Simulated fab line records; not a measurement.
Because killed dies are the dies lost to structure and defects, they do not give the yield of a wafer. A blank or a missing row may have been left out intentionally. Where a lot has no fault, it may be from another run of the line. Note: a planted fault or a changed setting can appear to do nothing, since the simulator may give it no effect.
fab line records	flow gf180mcu
[record] lots = 5	wafers = 23
route steps=602 shown SAB@272 SALICIDE@280 CONTACT@309 M1@319 V1@339 M2@364 V2@391
start_h: start of the lot's first displayed wafer, in hours after the record's first day	wait_h: hours elapsed since this lot's preceding step	" same as the row above	L1.1+2: several wafers, shown together as one row	- no value, or no start given	* or withheld: withheld	< > ~ a bound
route shown NAME@n: NAME is a module with steps in the file, n the number in the route of the first one	usual: mean and standard deviation over wafers with no fault	same: alike in all rows	chamber/n: place in a boat	sites: the reading at each site	_std_site: standard deviation of those values	_edge_site: outer sites' mean less inner sites'	radius_mm: how far each site lies from the wafer's centre	mask NAME#n: copy n	behind: the most recent tool/chamber to have shaped the wafer	hold: cause of the lot's hold/its duration in hours/its outcome	device: the n, p or np transistor that did not switch	end of line: the same wafers' tests at the end of the route	where a step has no rows: the recipe by itself	killed: count of dies lost to structure and defects at first sort (not the wafer's yield)	map: a wafer's dies, marking killed ones x, the rest . and places with no die _
set.NAME: the setting as run; set.NAME@STEP: as run at that earlier step	model.NAME: the simulator's own value behind a step, which no gauge read
lots with deliberately changed settings; one table per step, one row per wafer
[[steps]]
[step GF_SAB_DEVELOP_08]
[recipe] develop_time_s = 60	dev_temp_c = 23
lot.wafer	tool	chamber	start_h	wait_h	set.dev_temp_c
L074.1+3+4+5+6	litho_track-02	0	338.27	0.1	23
L076.1+2	litho_track-04	0	348.21	0.1	25.96
L076.4+5+6	"	0	"	"	23
L077.1+2+3	litho_track-02	0	364.92	0.1	23
L077.4+5	"	0	"	"	21
L079.1+2+5	litho_track-04	0	380.26	0.1	23
L082.1+2+4+5+6	litho_track-02	0	403.72	0.1	23
[step GF_SAB_CD_MEAS_09]
[recipe] target_cd_nm = 420
[usual] cd_nm = 421.6/1.9
lot.wafer	tool	chamber	start_h	wait_h	set.dev_temp_c@SAB_DEVELOP_08	cd_nm
L074.1	cd_sem-02	-	338.42	0.1	23	419.7
L074.3	"	-	"	"	23	419.1
L074.4	"	-	"	"	23	420.4
L074.5	"	-	"	"	23	422.1
L074.6	"	-	"	"	23	421.2
L076.1	cd_sem-01	-	348.36	0.1	25.96	431.0
L076.2	"	-	"	"	25.96	430.3
L076.4	"	-	"	"	23	420.9
L076.5	"	-	"	"	23	422.9
L076.6	"	-	"	"	23	420.7
L077.1	cd_sem-02	-	365.07	0.1	23	424.3
L077.2	"	-	"	"	23	424.3
L077.3	"	-	"	"	23	424.1
L077.4	"	-	"	"	21	419.1
L077.5	"	-	"	"	21	418.9
L079.1	cd_sem-02	-	380.41	0.1	23	424.9
L079.2	"	-	"	"	23	423.6
L079.5	"	-	"	"	23	424.7
L082.1	cd_sem-01	-	403.87	0.1	23	420.1
L082.2	"	-	"	"	23	421.1
L082.4	"	-	"	"	23	422.4
L082.5	"	-	"	"	23	419.9
L082.6	"	-	"	"	23	421.5
[step GF_SAB_ETCH_11]
[recipe] chemistry = C4F8/O2/Ar	mask_material = NOVOLAK	target = SiO2	target_depth_nm = 55	source_w = 1500	bias_w = 1200	pressure_mtorr = 40	c4f8_flow_sccm = withheld	O2_flow_sccm = 6	Ar_flow_sccm = 300	time_s = 8.5
lot.wafer	tool	chamber	start_h	wait_h	set.dev_temp_c@SAB_DEVELOP_08	model.SAB.cd_nm
L074.1	rie_diel-03	2	338.58	0.0	23	419.7
L074.3	"	1	"	"	23	419.1
L074.4+6	"	2,3	"	"	23	420.5
L074.5	"	1	"	"	23	422.1
L076.1	rie_diel-03	1	348.51	0.0	25.96	430.9
L076.2	"	2	"	"	25.96	430.5
L076.4	"	3	"	"	23	420.3
L076.5	"	0	"	"	23	422.8
L076.6	"	1	"	"	23	421.1
L077.1	rie_diel-03	3	365.23	0.0	23	424.2
L077.2	"	0	"	"	23	424.5
L077.3	"	2	"	"	23	424.3
L077.4	"	1	"	"	21	419
L077.5	"	3	"	"	21	418.7
L079.1	rie_diel-04	2	380.56	0.0	23	425.2
L079.2	"	1	"	"	23	423.4
L079.5	"	2	"	"	23	425
L082.1	rie_diel-04	2	404.03	0.0	23	420.3
L082.2	"	0	"	"	23	421
L082.4	"	3	"	"	23	422.6
L082.5	"	1	"	"	23	419.7
L082.6	"	2	"	"	23	422.1
[step GF_SALICIDE_SPUTTER_02]
[recipe] material = Co	target_thk_nm = 10	power_w = 1000	time_s = 20	chamber_pressure_pa = 0.4
lot.wafer	tool	chamber	start_h	wait_h	set.power_w	model.Co_of_SALICIDE_SPUTTER_02.thk_nm
L074.1	pvd_sputter-02	-	338.93	0.0	1000	10.24
L074.3	"	-	"	"	1000	10
L074.4	"	-	"	"	1000	10.01
L074.5	"	-	"	"	955.8	9.773
L074.6	"	-	"	"	955.8	9.447
L076.1	pvd_sputter-02	-	349.02	0.0	1000	10.08
L076.2	"	-	"	"	1000	10.06
L076.4	"	-	"	"	1000	9.811
L076.5	"	-	"	"	1000	9.822
L076.6	"	-	"	"	1000	10.02
L077.1	pvd_sputter-02	-	365.59	0.0	1000	10.41
L077.2+4	"	-	"	"	1000	10.31
L077.3	"	-	"	"	1000	10.04
L077.5	"	-	"	"	1000	10.28
L079.1	pvd_sputter-02	-	380.91	0.0	1000	10.02
L079.2	"	-	"	"	1000	9.98
L079.5	"	-	"	"	1000	10.01
L082.1	pvd_sputter-04	-	404.37	0.0	1000	9.724
L082.2	"	-	"	"	1000	9.79
L082.4	"	-	"	"	906.2	8.798
L082.5	"	-	"	"	906.2	8.709
L082.6	"	-	"	"	1000	9.657
[step GF_SALICIDE_SPUTTER_03]
[recipe] material = TiN	target_thk_nm = 20	power_w = 6500	time_s = 16.7	chamber_pressure_pa = 0.4
lot.wafer	tool	chamber	start_h	wait_h	set.power_w	model.TiN_of_SALICIDE_SPUTTER_03.thk_nm
L074.1	pvd_sputter-02	-	338.96	0.0	6500	20.08
L074.3	"	-	"	"	6089	18.33
L074.4	"	-	"	"	6089	18.79
L074.5	"	-	"	"	6089	18.8
L074.6	"	-	"	"	6500	19.95
L076.1	pvd_sputter-02	-	349.05	0.0	6756	20.66
L076.2	"	-	"	"	6756	21.06
L076.4	"	-	"	"	6500	20.15
L076.5	"	-	"	"	6500	20.3
L076.6	"	-	"	"	6756	20.71
L077.1	pvd_sputter-02	-	365.62	0.0	6127	18.47
L077.2	"	-	"	"	6500	19.65
L077.3	"	-	"	"	6500	19.67
L077.4	"	-	"	"	6127	18.64
L077.5	"	-	"	"	6500	19.8
L079.1	pvd_sputter-02	-	380.93	0.0	6500	19.64
L079.2	"	-	"	"	6500	19.99
L079.5	"	-	"	"	6500	20.04
L082.1	pvd_sputter-04	-	404.40	0.0	6500	20.11
L082.2	"	-	"	"	7211	22.21
L082.4+6	"	-	"	"	6500	19.88
L082.5	"	-	"	"	7211	22.13
[step GF_SALICIDE_THK_MEAS_05]
[recipe] thk_meas_gauge = xrf	reads = TiN_of_SALICIDE_SPUTTER_03
[usual] SALICIDE_TIN_THK = 19.80/0.25
lot.wafer	tool	chamber	start_h	wait_h	set.power_w@SALICIDE_SPUTTER_03	SALICIDE_TIN_THK[nm]
L074.1	film_metro-03	-	339.10	0.1	6500	20.01
L074.3	"	-	"	"	6089	18.25
L074.4	"	-	"	"	6089	18.72
L074.5	"	-	"	"	6089	18.67
L074.6	"	-	"	"	6500	19.95
L076.1	film_metro-03	-	349.19	0.1	6756	20.59
L076.2	"	-	"	"	6756	20.98
L076.4	"	-	"	"	6500	19.96
L076.5	"	-	"	"	6500	20.22
L076.6	"	-	"	"	6756	20.59
L077.1	film_metro-01	-	365.77	0.1	6127	18.21
L077.2	"	-	"	"	6500	19.47
L077.3	"	-	"	"	6500	19.35
L077.4	"	-	"	"	6127	18.40
L077.5	"	-	"	"	6500	19.59
L079.1	film_metro-03	-	381.08	0.1	6500	19.55
L079.2	"	-	"	"	6500	19.86
L079.5	"	-	"	"	6500	19.84
L082.1	film_metro-02	-	404.55	0.1	6500	19.92
L082.2	"	-	"	"	7211	21.99
L082.4	"	-	"	"	6500	19.68
L082.5	"	-	"	"	7211	21.81
L082.6	"	-	"	"	6500	19.68
[step GF_CONTACT_SPUTTER_22]
[recipe] material = Ti	target_thk_nm = 15	chamber_pressure_pa = 5	power_w = 2500	substrate_temp_c = 200	time_s = 80.02
lot.wafer	tool	chamber	start_h	wait_h	set.power_w	model.Ti_of_CONTACT_SPUTTER_22.thk_nm
L074.1	pvd_sputter-02	-	362.46	0.0	2500	15.25
L074.3	"	-	"	"	2285	13.64
L074.4	"	-	"	"	2500	15.26
L074.5	"	-	"	"	2285	14.08
L074.6	"	-	"	"	2500	14.95
L076.1	pvd_sputter-03	-	372.53	0.0	2500	15.09
L076.2	"	-	"	"	2350	14.42
L076.4	"	-	"	"	2350	14.31
L076.5	"	-	"	"	2350	14.17
L076.6	"	-	"	"	2500	15.16
L077.1	pvd_sputter-03	-	389.97	0.0	2286	13.79
L077.2	"	-	"	"	2286	13.67
L077.3	"	-	"	"	2500	15.14
L077.4	"	-	"	"	2286	13.74
L077.5	"	-	"	"	2500	15.1
L079.1	pvd_sputter-03	-	405.07	0.0	2500	15.26
L079.2+5	"	-	"	"	2500	15.1
L082.1	pvd_sputter-03	-	429.51	0.0	2500	15.08
L082.2	"	-	"	"	2309	14.08
L082.4	"	-	"	"	2309	13.75
L082.5	"	-	"	"	2309	13.95
L082.6	"	-	"	"	2500	15.21
[step GF_M1_SPUTTER_04]
[recipe] material = TiN	target_thk_nm = 50	power_w = 6500	time_s = 41.7	chamber_pressure_pa = 0.4
lot.wafer	tool	chamber	start_h	wait_h	set.power_w	model.TiN_of_M1_SPUTTER_04.thk_nm
L074.1	pvd_sputter-04	-	363.32	0.0	6500	51.11
L074.3	"	-	"	"	6500	51.31
L074.4	"	-	"	"	6500	51.1
L074.5	"	-	"	"	6500	50.98
L074.6	"	-	"	"	6500	51.05
L076.1	pvd_sputter-04	-	373.68	0.0	7125	55.24
L076.2	"	-	"	"	6500	51.17
L076.4	"	-	"	"	7125	55.66
L076.5	"	-	"	"	6500	50.79
L076.6	"	-	"	"	7125	55.99
L077.1	pvd_sputter-04	-	390.83	0.0	6500	50.58
L077.2	"	-	"	"	6117	47.49
L077.3	"	-	"	"	6500	50.18
L077.4	"	-	"	"	6117	47.39
L077.5	"	-	"	"	6117	47.65
L079.1	pvd_sputter-04	-	405.93	0.0	6500	49.47
L079.2	"	-	"	"	6500	49.85
L079.5	"	-	"	"	6500	49.01
L082.1	pvd_sputter-01	-	430.38	0.0	6987	54.51
L082.2	"	-	"	"	6987	53.29
L082.4	"	-	"	"	6500	50.05
L082.5	"	-	"	"	6500	49.54
L082.6	"	-	"	"	6987	54.23
[step GF_V1_CMP_04]
[recipe] material = SiO2	down_force_psi = 4	platen_rpm = 60	pad_velocity_m_s = 0.94248
lot.wafer	tool	chamber	start_h	wait_h	set.leave_above_ref_nm
L074.4+1	cmp-01	3,0	386.67	0.0	632.5
L074.3+6+5	"	1,3,0	"	"	675
L076.4+5	cmp-02	2,3	398.44	0.4	652.9
L076.2+1+6	"	0,1,2	"	"	632.5
L077.4+3+1	cmp-01	2,3,0	415.41	0.0	632.5
L077.2+5	"	1,3	"	"	675.9
L079.2+1+5	cmp-01	3,2,3	430.91	0.0	632.5
L082.2+1+4+5+6	cmp-02	3,0,2,3,0	455.62	0.0	632.5
[step GF_V1_PEB_12]
[recipe] peb_temp_c = 135	peb_time_s = 90	resist = KrF
lot.wafer	tool	chamber	start_h	wait_h	set.peb_temp_c
L074.1+3+4	litho_track-01	0	-	-	131.1
L074.5+6	"	0	"	"	135
L076.1+5	litho_track-03	0	-	-	137.2
L076.2+4+6	"	0	"	"	135
L077.1+2+3	litho_track-01	0	-	-	135
L077.4+5	"	0	"	"	136.4
L079.1+2+5	litho_track-01	0	-	-	135
L082.1+2+4+5+6	litho_track-03	0	-	-	135
[step GF_V1_DEVELOP_13]
[recipe] develop_time_s = 60	resist = KrF	dev_temp_c = 21
[step GF_V1_ETCH_16]
[recipe] chemistry = N2/H2	target_depth_a = withheld	overetch_a = withheld	time_s = withheld	target = BARC	ion_energy_ev = 200	source_w = 500	bias_w = 100	pressure_mtorr = 30	n2_flow_sccm = 100	h2_flow_sccm = 200
[step GF_V1_ETCH_17]
[recipe] chemistry = C4F8/O2/Ar	mask_material = KrF	target = SiO2	stop_on = TiN	source_w = 1500	bias_w = 1200	pressure_mtorr = 40	c4f8_flow_sccm = withheld	O2_flow_sccm = 6	Ar_flow_sccm = 300	time_s = withheld	target_depth_a = 6300
[usual] oes_product_au = 0.857/0.0047
lot.wafer	tool	chamber	start_h	wait_h	set.leave_above_ref_nm@V1_CMP_04	oes_product_au
L074.1	rie_diel-04	2	-	-	632.5	0.863
L074.3	"	0	"	"	675	0.885
L074.4	"	3	"	"	632.5	0.859
L074.5	"	2	"	"	675	0.886
L074.6	"	1	"	"	675	0.888
L076.1	rie_diel-04	0	-	-	632.5	0.855
L076.2	"	2	"	"	632.5	0.861
L076.4	"	3	"	"	652.9	0.871
L076.5	"	0	"	"	652.9	0.868
L076.6	"	1	"	"	632.5	0.858
L077.1	rie_diel-01	2	-	-	632.5	0.862
L077.2	"	1	"	"	675.9	0.891
L077.3	"	1	"	"	632.5	0.861
L077.4	"	2	"	"	632.5	0.857
L077.5	"	1	"	"	675.9	0.898
L079.1	rie_diel-01	1	-	-	632.5	0.857
L079.2	"	3	"	"	632.5	0.862
L079.5	"	3	"	"	632.5	0.861
L082.1	rie_diel-01	1	-	-	632.5	0.859
L082.2	"	0	"	"	632.5	0.858
L082.4	"	3	"	"	632.5	0.857
L082.5	"	0	"	"	632.5	0.858
L082.6	"	1	"	"	632.5	0.859
[step GF_M2_SPUTTER_02]
[recipe] material = AlCu	target_thk_nm = 450	power_w = 10600	time_s = 23.9	chamber_pressure_pa = 0.4
lot.wafer	tool	chamber	start_h	wait_h	set.power_w	model.AlCu_of_M2_SPUTTER_02.thk_nm
L074.1	pvd_sputter-04	-	411.57	0.0	11730	502.3
L074.3	"	-	"	"	10600	454.5
L074.4	"	-	"	"	11730	508.3
L074.5	"	-	"	"	10600	455.9
L074.6	"	-	"	"	11730	502.6
L076.1	pvd_sputter-01	-	424.35	0.0	10600	454.2
L076.2	"	-	"	"	10600	453.8
L076.4	"	-	"	"	10600	451.1
L076.5	"	-	"	"	10600	449
L076.6	"	-	"	"	10600	454.6
L077.1	pvd_sputter-04	-	441.53	0.0	10600	446.1
L077.2	"	-	"	"	11500	484
L077.3	"	-	"	"	11500	486.6
L077.4	"	-	"	"	11500	488.4
L077.5	"	-	"	"	10600	448.2
L079.1	pvd_sputter-01	-	457.44	0.0	10600	449.3
L079.2	"	-	"	"	10600	452.3
L079.5	"	-	"	"	10600	452.8
L082.1	pvd_sputter-01	-	482.40	0.0	10600	460.7
L082.2	"	-	"	"	10600	462.8
L082.4	"	-	"	"	10600	461.4
L082.5	"	-	"	"	11480	495.3
L082.6	"	-	"	"	11480	500.8
[step GF_M2_SPUTTER_03]
[recipe] material = Ti	target_thk_nm = 10	substrate_temp_c = 300	chamber_pressure_pa = 0.3	power_w = 3039	time_s = 6.7
[step GF_M2_SPUTTER_04]
[recipe] material = TiN	target_thk_nm = 50	power_w = 6500	time_s = 41.7	chamber_pressure_pa = 0.4
[step GF_M2_RS_MEAS_05]
[recipe] thk_meas_gauge = four-point-probe	reads = TiN_of_M2_SPUTTER_04+Ti_of_M2_SPUTTER_03+AlCu_of_M2_SPUTTER_02+TiN_of_M2_SPUTTER_01+Ti_of_M2_SPUTTER_00
[usual] M2_ALCU_RS = 0.0693/0.00076
lot.wafer	tool	chamber	start_h	wait_h	set.power_w@M2_SPUTTER_02	M2_ALCU_RS[ohm/sq]
L074.1	film_metro-01	-	411.66	0.0	11730	0.0623
L074.3	"	-	"	"	10600	0.0688
L074.4	"	-	"	"	11730	0.0616
L074.5	"	-	"	"	10600	0.0687
L074.6	"	-	"	"	11730	0.0622
L076.1	film_metro-02	-	424.45	0.0	10600	0.0690
L076.2	"	-	"	"	10600	0.0690
L076.4	"	-	"	"	10600	0.0694
L076.5	"	-	"	"	10600	0.0697
L076.6	"	-	"	"	10600	0.0688
L077.1	film_metro-02	-	441.62	0.0	10600	0.0703
L077.2	"	-	"	"	11500	0.0647
L077.3	"	-	"	"	11500	0.0642
L077.4	"	-	"	"	11500	0.0641
L077.5	"	-	"	"	10600	0.0698
L079.1	film_metro-01	-	457.53	0.0	10600	0.0697
L079.2	"	-	"	"	10600	0.0693
L079.5	"	-	"	"	10600	0.0691
L082.1	film_metro-02	-	482.49	0.0	10600	0.0678
L082.2	"	-	"	"	10600	0.0677
L082.4	"	-	"	"	10600	0.0677
L082.5	"	-	"	"	11480	0.0632
L082.6	"	-	"	"	11480	0.0624
[step GF_M2_THK_MEAS_06]
[recipe] thk_meas_gauge = xrf	reads = AlCu_of_M2_SPUTTER_02
[usual] M2_ALCU_THK = 444/4.6
lot.wafer	tool	chamber	start_h	wait_h	set.power_w@M2_SPUTTER_02	M2_ALCU_THK[nm]
L074.1	film_metro-01	-	411.78	0.1	11730	492
L074.3	"	-	"	"	10600	446
L074.4	"	-	"	"	11730	499
L074.5	"	-	"	"	10600	446
L074.6	"	-	"	"	11730	490
L076.1	film_metro-02	-	424.57	0.1	10600	445
L076.2	"	-	"	"	10600	446
L076.4	"	-	"	"	10600	443
L076.5	"	-	"	"	10600	441
L076.6	"	-	"	"	10600	446
L077.1	film_metro-02	-	441.74	0.1	10600	438
L077.2	"	-	"	"	11500	472
L077.3	"	-	"	"	11500	476
L077.4	"	-	"	"	11500	480
L077.5	"	-	"	"	10600	440
L079.1	film_metro-01	-	457.65	0.1	10600	444
L079.2	"	-	"	"	10600	447
L079.5	"	-	"	"	10600	447
L082.1	film_metro-02	-	482.61	0.1	10600	451
L082.2	"	-	"	"	10600	454
L082.4	"	-	"	"	10600	453
L082.5	"	-	"	"	11480	485
L082.6	"	-	"	"	11480	488
[step GF_M2_EXPOSE_11]
[recipe] mask_id = Metal2	target_cd_nm = 280	na = 0.68	source_shape = conventional	sigma_outer = 0.6	dose_mj = 28
lot.wafer	tool	chamber	start_h	wait_h	mask	set.dose_mj
L074.1+5	krf_scanner-01	0	-	-	Metal2#0	29.15
L074.3+4+6	"	0	"	"	Metal2#0	28
L076.1+2+4+5+6	krf_scanner-01	0	-	-	Metal2#0	28
L077.1+3+5	krf_scanner-02	0	-	-	Metal2#0	26.88
L077.2+4	"	0	"	"	Metal2#0	28
L079.1+2+5	krf_scanner-02	0	-	-	Metal2#0	28
L082.1+5+6	krf_scanner-02	0	-	-	Metal2#0	26.77
L082.2+4	"	0	"	"	Metal2#0	28
[step GF_M2_PEB_12]
[recipe] peb_temp_c = 135	peb_time_s = 90	resist = KrF
[step GF_M2_DEVELOP_13]
[recipe] develop_time_s = 60	dev_temp_c = 21
[step GF_M2_CD_MEAS_14]
[recipe] target_cd_nm = 280
[usual] cd_nm = 279.5/0.89
lot.wafer	tool	chamber	start_h	wait_h	set.dose_mj@M2_EXPOSE_11	cd_nm
L074.1	cd_sem-02	-	435.67	0.1	29.15	272.6
L074.3	"	-	"	"	28	279.6
L074.4	"	-	"	"	28	281.2
L074.5	"	-	"	"	29.15	272.4
L074.6	"	-	"	"	28	280.1
L076.1	cd_sem-02	-	449.34	0.1	28	280.3
L076.2	"	-	"	"	28	280.1
L076.4	"	-	"	"	28	279.1
L076.5	"	-	"	"	28	279.1
L076.6	"	-	"	"	28	279.4
L077.1	cd_sem-02	-	466.37	0.1	26.88	285.8
L077.2	"	-	"	"	28	281.3
L077.3	"	-	"	"	26.88	285.7
L077.4	"	-	"	"	28	281.1
L077.5	"	-	"	"	26.88	286.7
L079.1	cd_sem-01	-	482.21	0.1	28	278.4
L079.2	"	-	"	"	28	278.3
L079.5	"	-	"	"	28	278.2
L082.1	cd_sem-02	-	506.19	0.1	26.77	286.5
L082.2	"	-	"	"	28	279.8
L082.4	"	-	"	"	28	279.7
L082.5	"	-	"	"	26.77	286.7
L082.6	"	-	"	"	26.77	286.4
[step GF_M2_METAL_ETCH_16]
[recipe] chemistry = Cl2/BCl3	mask_material = KrF	target_depth_nm = 627.5	stop_on = SiO2	pressure_mtorr = 8	icp_w = 800	bias_w = 140	Cl2_flow_sccm = 80	bcl3_flow_sccm = 40	time_s = 104.6
[usual] oes_product_au = 0.973/0.006
lot.wafer	tool	chamber	start_h	wait_h	set.pressure_mtorr	set.power_w@M2_SPUTTER_02	set.dose_mj@M2_EXPOSE_11	oes_product_au	model.M2.cd_nm
L074.1	rie_metal-03	1	435.83	0.0	8.341	11730	29.15	0.988	272.4
L074.3	"	1	"	"	8.341	10600	28	0.968	276.7
L074.4	"	1	"	"	8.341	11730	28	0.993	278.9
L074.5	"	1	"	"	8.341	10600	29.15	0.980	270.8
L074.6	"	1	"	"	8.341	11730	28	0.988	273.9
L076.1	rie_metal-03	1	449.49	0.0	9.083	10600	28	0.977	275.3
L076.2	"	1	"	"	9.083	10600	28	0.976	273.6
L076.4	"	1	"	"	9.083	10600	28	0.977	274.3
L076.5	"	1	"	"	9.083	10600	28	0.976	274.8
L076.6	"	1	"	"	9.083	10600	28	0.978	274.3
L077.1	rie_metal-02	0	466.53	0.0	8	10600	26.88	0.970	287.8
L077.2	"	1	"	"	8	11500	28	0.979	278
L077.3	"	0	"	"	8	11500	26.88	0.979	288.9
L077.4	"	1	"	"	8	11500	28	0.985	279.9
L077.5	"	0	"	"	8	10600	26.88	0.968	289.1
L079.1	rie_metal-02	0	482.36	0.0	8	10600	28	0.965	279.9
L079.2	"	0	"	"	8	10600	28	0.977	277.2
L079.5	"	0	"	"	8	10600	28	0.969	279.6
L082.1	rie_metal-03	0	506.34	0.0	7.084	10600	26.77	0.976	286.9
L082.2	"	0	"	"	7.084	10600	28	0.977	276.9
L082.4	"	0	"	"	7.084	10600	28	0.974	280
L082.5	"	0	"	"	7.084	11480	26.77	0.991	285.9
L082.6	"	0	"	"	7.084	11480	26.77	0.998	285.4
[step GF_V2_COAT_09]
[recipe] resist = KrF	spin_rpm = withheld	resist_thk_nm = 1000
lot.wafer	tool	chamber	start_h	wait_h	set.resist_thk_nm	model.KrF_of_V2_COAT_09.thk_nm
L074.1+6	litho_track-04	0	-	-	1000	998
L074.3	"	0	"	"	1000	1001
L074.4	"	0	"	"	1000	999.3
L074.5	"	0	"	"	1000	999.5
L076.1	litho_track-01	0	-	-	1043	1043
L076.2	"	0	"	"	1000	999.4
L076.4	"	0	"	"	1043	1044
L076.5	"	0	"	"	1000	1000
L076.6	"	0	"	"	1043	1045
L077.1+2	litho_track-01	0	-	-	1023	1021
L077.3	"	0	"	"	1000	996.6
L077.4	"	0	"	"	1000	1001
L077.5	"	0	"	"	1000	996.4
L079.1	litho_track-01	0	-	-	1000	999.6
L079.2	"	0	"	"	1000	996.6
L079.5	"	0	"	"	1000	1002
L082.1	litho_track-04	0	-	-	1000	1001
L082.2	"	0	"	"	1000	1002
L082.4	"	0	"	"	973.6	975.1
L082.5	"	0	"	"	973.6	977.5
L082.6	"	0	"	"	973.6	977.6
[[key]]
[split] step = GF_SAB_DEVELOP_08	setting = dev_temp_c	stated = 23	by = wafer
[response] step = GF_SAB_CD_MEAS_09	reading = cd_nm	change = +0.677	per = 1%	r = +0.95
[response] step = GF_SAB_ETCH_11	reading = model.SAB.cd_nm	change = +0.694	per = 1%	r = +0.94
[split] step = GF_SALICIDE_SPUTTER_02	setting = power_w	stated = 1000	by = wafer
[response] step = GF_SALICIDE_SPUTTER_02	reading = model.Co_of_SALICIDE_SPUTTER_02.thk_nm	change = +0.104	per = 1%	r = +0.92
[split] step = GF_SALICIDE_SPUTTER_03	setting = power_w	stated = 6500	by = wafer
[response] step = GF_SALICIDE_SPUTTER_03	reading = model.TiN_of_SALICIDE_SPUTTER_03.thk_nm	change = +0.201	per = 1%	r = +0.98
[response] step = GF_SALICIDE_THK_MEAS_05	reading = SALICIDE_TIN_THK	change = +0.2	per = 1%	r = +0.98
[split] step = GF_CONTACT_SPUTTER_22	setting = power_w	stated = 2500	by = wafer
[response] step = GF_CONTACT_SPUTTER_22	reading = model.Ti_of_CONTACT_SPUTTER_22.thk_nm	change = +0.154	per = 1%	r = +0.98
[split] step = GF_M1_SPUTTER_04	setting = power_w	stated = 6500	by = wafer
[response] step = GF_M1_SPUTTER_04	reading = model.TiN_of_M1_SPUTTER_04.thk_nm	change = +0.509	per = 1%	r = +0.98
[split] step = GF_V1_CMP_04	setting = leave_above_ref_nm	stated = 632.5	by = wafer
[response] step = GF_V1_ETCH_17	reading = oes_product_au	change = +0.00435	per = 1%	r = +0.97
[split] step = GF_V1_PEB_12	setting = peb_temp_c	stated = 135	by = wafer
response none clear
[split] step = GF_M2_SPUTTER_02	setting = power_w	stated = 10600	by = wafer
[response] step = GF_M2_SPUTTER_02	reading = model.AlCu_of_M2_SPUTTER_02.thk_nm	change = +4.55	per = 1%	r = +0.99
[response] step = GF_M2_RS_MEAS_05	reading = M2_ALCU_RS	change = -0.000632	per = 1%	r = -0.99
[response] step = GF_M2_THK_MEAS_06	reading = M2_ALCU_THK	change = +4.33	per = 1%	r = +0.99
[response] step = GF_M2_METAL_ETCH_16	reading = oes_product_au	change = +0.00166	per = 1%	r = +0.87
[split] step = GF_M2_EXPOSE_11	setting = dose_mj	stated = 28	by = wafer
[response] step = GF_M2_CD_MEAS_14	reading = cd_nm	change = -1.56	per = 1%	r = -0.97
[response] step = GF_M2_METAL_ETCH_16	reading = model.M2.cd_nm	change = -1.77	per = 1%	r = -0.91
[split] step = GF_M2_METAL_ETCH_16	setting = pressure_mtorr	stated = 8	by = lot
response none clear
[split] step = GF_V2_COAT_09	setting = resist_thk_nm	stated = 1000	by = wafer
[response] step = GF_V2_COAT_09	reading = model.KrF_of_V2_COAT_09.thk_nm	change = +10	per = 1%	r = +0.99
